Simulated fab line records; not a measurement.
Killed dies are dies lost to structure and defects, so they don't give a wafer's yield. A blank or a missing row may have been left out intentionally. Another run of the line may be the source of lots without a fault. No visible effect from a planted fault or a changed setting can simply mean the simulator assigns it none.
Split-lot trial :: flow gf180mcu :: 23 wafers read from 5 lots, route of 602 steps

THE SPLIT ITSELF
At GF_TOP_METAL_EXPOSE_11 (exposes mask MetalTop, target cd 440 nm), the setting dose mj was moved away from the recipe's 170 on 9 of the 23 wafers read, by -7.2% to +4.6%. The other wafers ran this setting at the recipe's value.

FROM THE SPLIT TO THE READING: what the file shows between them, 2 steps
- GF_TOP_METAL_PEB_12
- GF_TOP_METAL_DEVELOP_13: develop time 60 s

THE READING
cd nm, in nm, at GF_TOP_METAL_CD_MEAS_14 (target cd 440 nm). Fault-free wafers of this fab line usually give 441.3 nm, standard deviation 2.1 nm.

wafer: L074.1
tool, chamber at the split: iline stepper-02, 0
dose mj as run: 170
against the recipe: recipe
cd nm, nm: 440.8
against lot-mates on the recipe: -

wafer: L074.2
tool, chamber at the split: iline stepper-02, 0
dose mj as run: 170
against the recipe: recipe
cd nm, nm: 439.7
against lot-mates on the recipe: -

wafer: L074.3
tool, chamber at the split: iline stepper-02, 0
dose mj as run: 170
against the recipe: recipe
cd nm, nm: 441.4
against lot-mates on the recipe: -

wafer: L074.4
tool, chamber at the split: iline stepper-02, 0
dose mj as run: 158.8
against the recipe: -6.6%
cd nm, nm: 457.6
against lot-mates on the recipe: +17.0

wafer: L074.5
tool, chamber at the split: iline stepper-02, 0
dose mj as run: 158.8
against the recipe: -6.6%
cd nm, nm: 456.5
against lot-mates on the recipe: +15.9

wafer: L081.1
tool, chamber at the split: iline stepper-02, 0
dose mj as run: 170
against the recipe: recipe
cd nm, nm: 442.8
against lot-mates on the recipe: -

wafer: L081.2
tool, chamber at the split: iline stepper-02, 0
dose mj as run: 157.7
against the recipe: -7.2%
cd nm, nm: 461.5
against lot-mates on the recipe: +19.4

wafer: L081.3
tool, chamber at the split: iline stepper-02, 0
dose mj as run: 170
against the recipe: recipe
cd nm, nm: 440.6
against lot-mates on the recipe: -

wafer: L081.5
tool, chamber at the split: iline stepper-02, 0
dose mj as run: 157.7
against the recipe: -7.2%
cd nm, nm: 460.5
against lot-mates on the recipe: +18.4

wafer: L081.6
tool, chamber at the split: iline stepper-02, 0
dose mj as run: 170
against the recipe: recipe
cd nm, nm: 442.8
against lot-mates on the recipe: -

wafer: L082.1
tool, chamber at the split: iline stepper-02, 0
dose mj as run: 170
against the recipe: recipe
cd nm, nm: 440.0
against lot-mates on the recipe: -

wafer: L082.2
tool, chamber at the split: iline stepper-02, 0
dose mj as run: 177.8
against the recipe: +4.6%
cd nm, nm: 429.3
against lot-mates on the recipe: -11.8

wafer: L082.4
tool, chamber at the split: iline stepper-02, 0
dose mj as run: 177.8
against the recipe: +4.6%
cd nm, nm: 429.8
against lot-mates on the recipe: -11.3

wafer: L082.5
tool, chamber at the split: iline stepper-02, 0
dose mj as run: 170
against the recipe: recipe
cd nm, nm: 442.2
against lot-mates on the recipe: -

wafer: L082.6
tool, chamber at the split: iline stepper-02, 0
dose mj as run: 177.8
against the recipe: +4.6%
cd nm, nm: 428.6
against lot-mates on the recipe: -12.5

wafer: L084.2
tool, chamber at the split: iline stepper-02, 0
dose mj as run: 170
against the recipe: recipe
cd nm, nm: 441.4
against lot-mates on the recipe: -

wafer: L084.4
tool, chamber at the split: iline stepper-02, 0
dose mj as run: 170
against the recipe: recipe
cd nm, nm: 443.6
against lot-mates on the recipe: -

wafer: L084.6
tool, chamber at the split: iline stepper-02, 0
dose mj as run: 170
against the recipe: recipe
cd nm, nm: 440.8
against lot-mates on the recipe: -

wafer: L085.1
tool, chamber at the split: iline stepper-01, 0
dose mj as run: 170
against the recipe: recipe
cd nm, nm: 441.0
against lot-mates on the recipe: -

wafer: L085.2
tool, chamber at the split: iline stepper-01, 0
dose mj as run: 158.4
against the recipe: -6.8%
cd nm, nm: 463.2
against lot-mates on the recipe: +20.4

wafer: L085.3
tool, chamber at the split: iline stepper-01, 0
dose mj as run: 170
against the recipe: recipe
cd nm, nm: 443.5
against lot-mates on the recipe: -

wafer: L085.4
tool, chamber at the split: iline stepper-01, 0
dose mj as run: 158.4
against the recipe: -6.8%
cd nm, nm: 464.1
against lot-mates on the recipe: +21.3

wafer: L085.6
tool, chamber at the split: iline stepper-01, 0
dose mj as run: 170
against the recipe: recipe
cd nm, nm: 444.0
against lot-mates on the recipe: -

FIT RESULTS
A straight line over all 23 wafers: cd nm changes by -2.73 nm for each +1% of dose mj; r = -0.99; the points scatter about the line by 1.7 nm.
The same after taking each lot's own level away (the mean of its wafers on the recipe; 23 wafers): -2.69 nm for each +1%; r = -0.99; scatter 1.3 nm.
Per that fit: largest dose mj move, reading shift of 19 nm.
The span of the lots' own levels, 440.63 to 442.83 nm, comes to 1.0 times the standard deviation stated above.
The two slopes agree, so the slope changes little with the lot-to-lot level.
Check: with one of the wafers moved furthest among these (-7.2%) left out of the fit, the line predicts +19.6 nm for it against its lot-mates. It came out at +19.4 nm against them.

ADDITIONAL SPLITS CARRIED BY THESE WAFERS
Other splits were also applied to these wafers ahead of the reading. Each is held against what the fit with the lots' levels taken away leaves over:
other split on the same wafers: GF_M1_PEB_12 peb temp c
wafers away from the commonest value: 8
r with cd nm (lot level and that fit taken away): +0.26

other split on the same wafers: GF_M1_STRIP_17 power w
wafers away from the commonest value: 5
r with cd nm (lot level and that fit taken away): -0.17

other split on the same wafers: GF_V1_CMP_04 leave above ref nm
wafers away from the commonest value: 8
r with cd nm (lot level and that fit taken away): -0.11

other split on the same wafers: GF_V1_COAT_09 resist thk nm
wafers away from the commonest value: 10
r with cd nm (lot level and that fit taken away): -0.07

other split on the same wafers: GF_M2_EXPOSE_11 dose mj
wafers away from the commonest value: 9
r with cd nm (lot level and that fit taken away): +0.30

other split on the same wafers: GF_V3_CVD_23 temp c
wafers away from the commonest value: 4
r with cd nm (lot level and that fit taken away): -0.56

other split on the same wafers: GF_M4_SPUTTER_04 power w
wafers away from the commonest value: 9
r with cd nm (lot level and that fit taken away): +0.17

other split on the same wafers: GF_V4_CVD_23 pressure torr
wafers away from the commonest value: 10
r with cd nm (lot level and that fit taken away): +0.41

other split on the same wafers: GF_MIM_SPUTTER_07 power w
wafers away from the commonest value: 5
r with cd nm (lot level and that fit taken away): +0.11

THE FILE'S OWN FIT
cd nm changes by -2.7 nm for each +1% of dose mj, r = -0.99.
